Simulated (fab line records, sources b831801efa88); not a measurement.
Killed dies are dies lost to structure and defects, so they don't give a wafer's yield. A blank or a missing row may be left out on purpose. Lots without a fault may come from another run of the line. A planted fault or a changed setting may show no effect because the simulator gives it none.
Chamber matching | flow sky130 | SKY_VIA2_ETCH_14 on rie_diel-02: 4 sister chambers
The step etches BARC in N2/H2, stops on SiO2, time 45.9 s, target depth 60 nm. 14 wafers are shown with their chamber, then 7 later ones without.

WAFERS WITH THEIR CHAMBER
wafer  | chamber | drypump_motor_current_A (A) | throttle_valve_pct (%) | oes_product_au (a.u.)
L988.1 | 3       | 6.4                         | 13.223                 | 0.857
L988.2 | 2       | 6.3                         | 13.226                 | 0.857
L988.4 | 0       | 5.4                         | 13.229                 | 0.855
L990.1 | 1       | 5.8                         | 13.239                 | 0.849
L990.3 | 3       | 6.4                         | 13.222                 | 0.856
L990.5 | 2       | 6.3                         | 13.225                 | 0.854
L992.2 | 3       | 6.4                         | 13.225                 | 0.857
L992.3 | 1       | 5.8                         | 13.232                 | 0.853
L992.6 | 3       | 6.4                         | 13.209                 | 0.855
L994.2 | 2       | 6.3                         | 13.231                 | 0.854
L994.4 | 0       | 5.4                         | 13.241                 | 0.847
L994.6 | 0       | 5.5                         | 13.230                 | 0.854
L995.2 | 2       | 6.3                         | 13.228                 | 0.857
L995.4 | 2       | 6.3                         | 13.227                 | 0.856

SIGNATURES (means of the wafers above)
reading                 | chamber 0 | chamber 1 | chamber 2 | chamber 3 | scatter within a chamber
drypump_motor_current_A | 5.433     | 5.800     | 6.300     | 6.400     | 0.0258
throttle_valve_pct      | 13.23333  | 13.23550  | 13.22740  | 13.21975  | 0.00541
oes_product_au          | 0.85200   | 0.85100   | 0.85560   | 0.85625   | 0.00241
Rule: a wafer's distance from a chamber is the root of the sum, over the readings, of the square of ((its reading less the chamber's mean) divided by the reading's scatter). The wafer belongs to the nearest chamber; if the next one is less than 2 further off, it can't be placed. The scatter: the root of (the sum of the squares of (reading less its chamber's mean) over the shown wafers, divided by (wafers less chambers)).

WAFERS WITHOUT THEIR CHAMBER
wafer  | drypump_motor_current_A (A) | throttle_valve_pct (%) | oes_product_au (a.u.)
L995.5 | 5.4                         | 13.225                 | 0.852
L110.1 | 5.9                         | 13.219                 | 0.855
L110.2 | 5.4                         | 13.226                 | 0.849
L110.6 | 6.4                         | 13.227                 | 0.859
L111.3 | 5.5                         | 13.221                 | 0.854
L111.5 | 5.5                         | 13.209                 | 0.853
L111.6 | 5.8                         | 13.218                 | 0.861

WHICH CHAMBER EACH WENT THROUGH
wafer  | from the rows above | in truth
L995.5 | 0                   | 0
L110.1 | 1                   | 1
L110.2 | 0                   | 0
L110.6 | 3                   | 3
L111.3 | 0                   | 0
L111.5 | 0                   | 0
L111.6 | 1                   | 1
Placed correctly: 7 of 7. Can't be placed from these rows: 0. Placed wrongly: 0.
